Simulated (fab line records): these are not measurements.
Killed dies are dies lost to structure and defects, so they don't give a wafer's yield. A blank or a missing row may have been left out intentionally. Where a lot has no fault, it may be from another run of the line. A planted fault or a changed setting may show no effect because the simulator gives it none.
Chamber matching | flow gf180mcu | GF_CONTACT_CMP_04 on cmp-02: 4 sister chambers
The step polishes SiO2. 16 wafers are shown with their chamber, then 8 later ones without.

== WAFERS, EACH WITH ITS CHAMBER ==
wafer  | chamber | motor current A (A) | time to endpoint s (s)
L211.2 | 0       | 11.7                | 109
L211.4 | 2       | 12.7                | 116
L211.6 | 0       | 12.3                | 116
L213.3 | 1       | 12.9                | 115
L213.4 | 2       | 13.0                | 124
L213.5 | 3       | 10.6                | 120
L214.1 | 2       | 13.6                | 108
L214.3 | 1       | 12.7                | 107
L214.5 | 0       | 11.9                | 112
L221.2 | 3       | 10.6                | 107
L221.3 | 0       | 12.5                | 105
L221.4 | 1       | 12.3                | 116
L222.1 | 1       | 12.2                | 106
L222.3 | 0       | 12.1                | 105
L222.6 | 2       | 13.4                | 108
L230.1 | 0       | 12.4                | 108

SIGNATURES (means of the wafers above)
reading            | chamber 0 | chamber 1 | chamber 2 | chamber 3 | scatter within a chamber
motor current A    | 12.150    | 12.525    | 13.175    | 10.600    | 0.328
time to endpoint s | 109.17    | 111.00    | 114.00    | 113.50    | 6.01
Rule: a wafer's distance from a chamber is the root of the sum, over the readings, of the square of ((its reading less the chamber's mean) divided by the reading's scatter). The wafer belongs to the nearest chamber; if the next one is less than 2 further off, it can't be placed. How the scatter is found: for the shown wafers, subtract from each reading the mean of its chamber, square and add these, divide the total by (wafers less chambers), then take the root.

== WAFERS MISSING THEIR CHAMBER ==
wafer  | motor current A (A) | time to endpoint s (s)
L230.2 | 11.0                | 115
L230.5 | 12.8                | 121
L232.1 | 12.0                | 110
L232.3 | 13.4                | 112
L232.4 | 10.5                | 115
L234.1 | 11.2                | 118
L234.3 | 13.2                | 116
L234.4 | 12.1                | 126

== WHICH CHAMBER EACH WENT THROUGH ==
wafer  | from the rows above          | in truth
L230.2 | 3                            | 3
L230.5 | can't be placed: 2 or 1 or 0 | 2
L232.1 | can't be placed: 0 or 1      | 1
L232.3 | can't be placed: 2 or 1      | 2
L232.4 | 3                            | 3
L234.1 | can't be placed: 3 or 0      | 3
L234.3 | can't be placed: 2 or 1      | 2
L234.4 | can't be placed: 0 or 1 or 2 | 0
2 of 8 placed correctly. Can't be placed from these rows: 6 (the true chamber is among the candidates in 6). Placed wrongly: 0.
